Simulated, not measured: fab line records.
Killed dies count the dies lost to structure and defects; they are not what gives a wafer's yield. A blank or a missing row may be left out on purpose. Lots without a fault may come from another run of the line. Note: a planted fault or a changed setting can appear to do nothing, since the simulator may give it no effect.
Tool commonality check + flow gf180mcu + Sampled: 11 lots, 33 wafers

## REASON FOR OPENING
2 of 11 lots carry a flag on the reading HV_LDD_4_TW at GF_HV_LDD_TW_MEAS_50. Wafers without a fault read 570, standard deviation 4.5.
Rule: a lot is flagged in two cases, either no wafer of it has a number, or all its wafers with numbers fall more than 4 standard deviations from that mean. As for the other lots, they are considered sound.

| lot  | measured     | on           | HV_LDD_4_TW, wafer by wafer | flag    |
|------|--------------|--------------|-----------------------------|---------|
| L993 | day 13 03:46 | filmMetro-04 | 574 575 574                 |         |
| L994 | day 13 08:18 | filmMetro-01 | 573 568 569                 |         |
| L996 | day 13 19:34 | filmMetro-04 | 573 573 574                 |         |
| L998 | day 14 17:36 | filmMetro-01 | 570 569 568                 |         |
| L101 | day 15 17:29 | filmMetro-04 | 573 575 574                 |         |
| L106 | day 17 13:15 | filmMetro-04 | 30 30 30                    | FLAGGED |
| L107 | day 17 16:17 | filmMetro-02 | 30 30 30                    | FLAGGED |
| L110 | day 19 00:52 | filmMetro-01 | 570 573 570                 |         |
| L112 | day 19 14:02 | filmMetro-02 | 557 557 556                 |         |
| L113 | day 20 05:54 | filmMetro-04 | 573 571 572                 |         |
| L114 | day 20 06:04 | filmMetro-01 | 570 569 568                 |         |
On average the flagged lots read 30, which is -540 against the usual, or -99 or more standard deviations.

## LOT BY LOT: THE TOOL USED
The record holds 2 process steps before the reading, out of a route of 602 steps. Cell contents, in order: the tool; ch with the chambers the sampled wafers went through; the start.
| lot  | flag    | GF_HV_LDD_STRIP_37                  | GF_HV_LDD_STRIP_49                  |
|------|---------|-------------------------------------|-------------------------------------|
| L993 |         | plasmaAsher-02 ch 0, day 12 07:31   | plasmaAsher-04 ch 1, day 13 03:40   |
| L994 |         | plasmaAsher-03 ch 0,1, day 12 11:37 | plasmaAsher-02 ch 0,1, day 13 08:13 |
| L996 |         | plasmaAsher-03 ch 0,1, day 12 23:48 | plasmaAsher-04 ch 0,1, day 13 19:28 |
| L998 |         | plasmaAsher-04 ch 0,1, day 13 21:07 | plasmaAsher-04 ch 0,1, day 14 17:30 |
| L101 |         | plasmaAsher-03 ch 0,1, day 14 19:57 | plasmaAsher-02 ch 0,1, day 15 17:22 |
| L106 | FLAGGED | plasmaAsher-03 ch 0,1, day 16 13:40 | plasmaAsher-03 ch 0,1, day 17 13:09 |
| L107 | FLAGGED | plasmaAsher-02 ch 0,1, day 16 17:29 | plasmaAsher-02 ch 0,1, day 17 16:13 |
| L110 |         | plasmaAsher-02 ch 0,1, day 18 00:30 | plasmaAsher-03 ch 0,1, day 19 00:46 |
| L112 |         | plasmaAsher-02 ch 0,1, day 18 13:39 | plasmaAsher-02 ch 0,1, day 19 13:55 |
| L113 |         | plasmaAsher-04 ch 0,1, day 18 16:43 | plasmaAsher-02 ch 1, day 20 05:48   |
| L114 |         | plasmaAsher-03 ch 0,1, day 19 05:34 | plasmaAsher-03 ch 0,1, day 20 05:58 |
What is done by these steps:
- GF_HV_LDD_STRIP_37: strips in O2/N2.
- GF_HV_LDD_STRIP_49: strips in O2/N2.
- GF_HV_LDD_TW_MEAS_50

## FLAGGED OVER TOTAL, TOOL BY TOOL (the gauges that took the reading come last)
| step                 | tool           | lots run | flagged | share of the flagged lots | sound lots run after its first flagged lot |
|----------------------|----------------|----------|---------|---------------------------|--------------------------------------------|
| GF_HV_LDD_STRIP_37   | plasmaAsher-02 | 4        | 1       | some                      | 2 (L110,L112)                              |
| GF_HV_LDD_STRIP_37   | plasmaAsher-03 | 5        | 1       | some                      | 1 (L114)                                   |
| GF_HV_LDD_STRIP_37   | plasmaAsher-04 | 2        | 0       | none                      | -                                          |
| GF_HV_LDD_STRIP_49   | plasmaAsher-02 | 5        | 1       | some                      | 2 (L112,L113)                              |
| GF_HV_LDD_STRIP_49   | plasmaAsher-03 | 3        | 1       | some                      | 2 (L110,L114)                              |
| GF_HV_LDD_STRIP_49   | plasmaAsher-04 | 3        | 0       | none                      | -                                          |
| GF_HV_LDD_TW_MEAS_50 | filmMetro-01   | 4        | 0       | none                      | -                                          |
| GF_HV_LDD_TW_MEAS_50 | filmMetro-02   | 2        | 1       | some                      | 1 (L112)                                   |
| GF_HV_LDD_TW_MEAS_50 | filmMetro-04   | 5        | 1       | some                      | 1 (L113)                                   |

## WHAT THE TABLE ALLOWS
No row of the table ran every flagged lot.

## WHAT HAD BEEN PUT IN BY THE SIMULATOR
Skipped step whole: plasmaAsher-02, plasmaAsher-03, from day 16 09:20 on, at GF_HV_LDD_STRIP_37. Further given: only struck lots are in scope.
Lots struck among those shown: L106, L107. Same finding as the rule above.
